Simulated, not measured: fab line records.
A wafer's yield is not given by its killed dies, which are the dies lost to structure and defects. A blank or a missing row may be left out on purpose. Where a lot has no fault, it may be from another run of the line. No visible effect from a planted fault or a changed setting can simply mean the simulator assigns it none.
Matching of chambers	flow sfq_line	SFQ_TRILAYER_I4_CMP_CMP_100 on cmp-02 has 4 sister chambers
The step polishes SiO2. 8 wafers are shown with their chamber, then 9 later ones without.

## WAFERS PAIRED WITH THEIR CHAMBERS
wafer	chamber	motor_current_A (A)	time_to_endpoint_s (s)
L113.3	2	10.9	214
L114.6	2	10.5	212
L117.2	1	8.1	224
L117.5	0	10.4	212
L117.6	3	10.0	215
L124.2	1	7.9	222
L124.5	0	10.3	207
L124.6	3	10.1	214

## WAFERS WITH NO CHAMBER GIVEN
wafer	motor_current_A (A)	time_to_endpoint_s (s)
L125.4	8.4	219
L125.1	9.4	206
L125.5	10.6	203
L126.2	10.4	209
L126.4	8.0	225
L126.6	8.2	217
L127.1	10.4	222
L127.5	10.7	223
L127.6	9.1	227

## WHICH CHAMBER EACH WENT THROUGH
wafer	from the rows above	in truth
L125.4	1	1
L125.1	can't be placed: 3 or 0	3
L125.5	can't be placed: 0 or 2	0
L126.2	0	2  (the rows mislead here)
L126.4	1	1
L126.6	1	1
L127.1	can't be placed: 3 or 2 or 0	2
L127.5	can't be placed: 2 or 3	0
L127.6	can't be placed: 1 or 3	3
Correct placement for 3 of the 9. These rows do not allow placing 5 (true chamber among the candidates in 4). Placed wrongly: 1.
How it was worked out, from the rows above alone: a wafer's distance from a chamber is the root of the sum, over the readings, of the square of ((its reading less the chamber's mean) divided by the reading's scatter). If the next closest chamber is less than 2 further off than the closest, the wafer can't be placed; otherwise it belongs to the closest. The mean given for a chamber averages the wafers shown for that chamber. The scatter: the root of (the sum of the squares of (reading less its chamber's mean) over the shown wafers, divided by (wafers less chambers)).
